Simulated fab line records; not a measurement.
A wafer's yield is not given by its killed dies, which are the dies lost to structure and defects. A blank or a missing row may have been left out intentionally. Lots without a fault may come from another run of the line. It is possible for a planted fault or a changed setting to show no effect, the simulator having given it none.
Problem report in the 8D (eight disciplines) form, filled by code / flow sfq-line / the parts of the form that need people (team, actions taken, sign-off) are left out

1. WHAT IS WRONG
At SFQ_TRILAYER_I1_VIA_BARC_OPEN_VIA_ETCH_071, oes-product-au averages 0.713 a.u. over 3 wafers from 2 lots, while fault-free wafers read 0.685 a.u., standard deviation 0.0048. Relative to the usual mean, that is a shift of +5.8 standard deviations.
The step: etches BARC in O2, target depth 125 nm, time 41.7 s.
Earliest sighting: wafer L801.2 on rie-diel-04 at day 20 08:29. Wafers with a number at this step in the record: 42, from 14 lots. The rule behind "out" and "out of limits": a value lying over 4 standard deviations away from the usual mean. The rest of the wafers with a number are treated as sound.

2. WHAT IT IS, WHAT IT ISN'T
question=which readings at this step | is=oes-product-au | is not=drypump-motor-current-A
question=which lots | is=L801, L802 | is not=L793, L794, L795, L796, L803, L807, L808, L812, L813, L814, L815, L816
question=which wafers of those lots | is=L801.2, L802.1, L802.2 | is not=L801.3, L801.4, L802.6
question=read on which tools | is=rie-diel-04 | is not=rie-diel-02, rie-diel-03
question=when | is=from day 20 08:29 | is not=up to then (14 sound wafers); but 25 sound wafers of L802, L803, L807, L808, L812, L813, L814, L815, L816 came after

3. THE SUSPECTS, EACH WITH WHAT RULES IT OUT
Counting: any tool at a process step up to the reading remains a suspect provided it ran every lot that is out. Sound lots after the first of them don't rule it out here, since some wafers of a struck lot are sound.
- rie-metal-03 at SFQ_TRILAYER_I0_VIA_STRIP_STRIP_035 (strips in O2): kept. It processed each lot that is out (first: L801, day 13 13:16); up to then, its last sound lot is L794 (day 10 15:41).
- rie-metal-04 at SFQ_TRILAYER_M1_BARC_OPEN_METAL_ETCH_054 (etches BARC in O2, target depth 125 nm, time 41.7 s): kept. It processed each lot that is out (first: L801, day 16 05:49); up to then, its last sound lot is L795 (day 13 15:31).
- litho-track-01 at SFQ_TRILAYER_I1_VIA_LITHO_COAT_054 (resist thk 62 nm): kept. It processed each lot that is out (first: L801, day 16 15:28); up to then, its last sound lot is L793 (day 13 06:17).
- rie-diel-04 at SFQ_TRILAYER_I1_VIA_BARC_OPEN_VIA_ETCH_071 (etches BARC in O2, target depth 125 nm, time 41.7 s): kept. It ran every lot that is out, first L801 (day 20 08:29). On those wafers its own readings are out: oes-product-au.
Left after counting: rie-metal-03 at SFQ_TRILAYER_I0_VIA_STRIP_STRIP_035, rie-metal-04 at SFQ_TRILAYER_M1_BARC_OPEN_METAL_ETCH_054, litho-track-01 at SFQ_TRILAYER_I1_VIA_LITHO_COAT_054, rie-diel-04 at SFQ_TRILAYER_I1_VIA_BARC_OPEN_VIA_ETCH_071.

4. THE CAUSE (what the simulator had put in)
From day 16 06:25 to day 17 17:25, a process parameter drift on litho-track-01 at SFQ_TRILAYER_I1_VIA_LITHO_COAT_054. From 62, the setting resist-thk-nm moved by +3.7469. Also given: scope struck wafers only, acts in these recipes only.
Counting leaves 4 suspects; this tool is one of them.

5. THE CHAIN OF EFFECTS, in route order
Each row: a reading where the mean over the struck wafers with a number is more than 3 standard deviations away from the usual. Scope: only readings with a usual standard deviation given in the record; hours: median across lots of the time from each lot's start at the first step in this table that gives one to its start at this step; sigmas: change in usual standard deviations.
hours=0; step=SFQ_TRILAYER_I1_VIA_BARC_OPEN_VIA_ETCH_071; reading=oes-product-au; usual=0.685 a.u.; on struck wafers=0.713; change=+0.028; sigmas=+5.8
The process steps in it:
- SFQ_TRILAYER_I1_VIA_BARC_OPEN_VIA_ETCH_071: etches BARC in O2, target depth 125 nm, time 41.7 s.

6. HOW IT WOULD HAVE BEEN CAUGHT EARLIER
In this record no reading fell out of limits until day 20 08:29, 98 hours after the fault had begun at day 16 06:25.
Each of the lots that are out, 2 in all, had begun SFQ_TRILAYER_I1_VIA_LITHO_COAT_054 on litho-track-01 no later than day 20 08:29. Tool hold at that time: it would have spared none of them.
